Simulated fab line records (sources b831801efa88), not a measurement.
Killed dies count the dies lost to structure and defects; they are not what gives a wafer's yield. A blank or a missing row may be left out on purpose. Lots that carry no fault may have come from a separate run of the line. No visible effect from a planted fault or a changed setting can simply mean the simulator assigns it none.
One fault through the eyes of 2 desks + flow sky130 + only its own numbers are on each desk; what lay behind them is given at the end

FROM THE METROLOGY DESK
What the gauges read, lot by lot, whatever tool the lot ran on: means of the sampled wafers that have a number. A lot is out of limits, marked OUT, if its mean lies more than 4 standard deviations from the usual mean; the brackets give that distance.
Columns: A = cd nm at SKY_POLY_CUT_CD_MEAS_08, usual 269.9 nm; B = LI_CONTACT_HDPCVD_THK at SKY_LI_CONTACT_THK_MEAS_01, usual 927 nm; C = CONTACT_HDPCVD_THK at SKY_CONTACT_THK_MEAS_03, usual 566 nm; D = METAL1_ALCU_RS at SKY_METAL1_RS_MEAS_05, usual 0.1265 ohm/sq
| lot  | first seen here | A     | B   | C              | D      |
|------|-----------------|-------|-----|----------------|--------|
| L101 | day 24 21:05    | 271.0 | 914 | 564            | 0.1258 |
| L105 | day 26 16:32    | 268.6 | 928 | 516 (-7.7) OUT | 0.1270 |
| L113 | day 29 13:06    | 270.0 | 929 | 569            | 0.1276 |
| L114 | day 30 00:04    | 270.7 | 933 | 571            | 0.1294 |
| L115 | day 30 05:39    | 267.8 | 939 | 570            | 0.1252 |
| L116 | day 30 06:07    | 270.0 | 926 | 561            | 0.1285 |
| L117 | day 30 13:50    | 269.5 | 932 | 560            | 0.1284 |
| L118 | day 30 15:41    | 269.0 | 918 | 566            | 0.1266 |
| L119 | day 31 02:39    | 269.3 | 932 | 574            | 0.1279 |
| L120 | day 31 09:48    | 270.8 | 928 | 566            | 0.1260 |
| L121 | day 32 03:37    | 270.0 | 925 | 560            | 0.1251 |
| L122 | day 32 05:07    | 269.0 | 939 | 560            | 0.1240 |
Finding of this desk: L105 out of limits, first seen on L105 at day 32 16:58 (CONTACT_HDPCVD_THK at SKY_CONTACT_THK_MEAS_03). L101, L113, L114, L115, L116, L117, L118, L119, L120, L121, L122: within limits.

AT THE TOOL OWNER'S DESK: hdpcvd-01
The tool's own readings at SKY_CONTACT_HDPCVD_02 (deposits SiO2, target thk 565 nm, time 94.2 s): means of the sampled wafers that have a number, for each lot that ran on this tool. A lot is out of limits, marked OUT, if its mean lies more than 4 standard deviations from the usual mean; the brackets give that distance.
Columns: A = run length s at SKY_CONTACT_HDPCVD_02, usual 122.2 s
| lot  | first seen here | A               |
|------|-----------------|-----------------|
| L101 | day 31 00:10    | 121.9           |
| L105 | day 32 16:53    | 115.0 (-10) OUT |
| L116 | day 36 00:02    | 122.1           |
| L117 | day 36 07:16    | 122.3           |
| L121 | day 37 18:33    | 121.8           |
| L122 | day 37 21:01    | 121.6           |
This desk's verdict: out of limits on L105, starting with L105 at day 32 16:53 (run length s at SKY_CONTACT_HDPCVD_02). L101, L116, L117, L121, L122: within limits.

TAKEN TOGETHER
At day 32 16:53, on L105, the tool owner's desk was in a position to raise an alarm.
At day 32 16:58 the metrology desk could have sounded an alarm, on L105.
Every lot named ran SKY_CONTACT_HDPCVD_02 on hdpcvd-01.

WHAT THE SIMULATOR HAD PUT IN
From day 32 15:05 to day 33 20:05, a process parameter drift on hdpcvd-01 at SKY_CONTACT_HDPCVD_02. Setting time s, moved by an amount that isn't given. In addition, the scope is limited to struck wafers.
Lots struck among those shown: L105.
Fault start to first reading out of limits, in hours, per desk: tool owner, 2; metrology, 2.
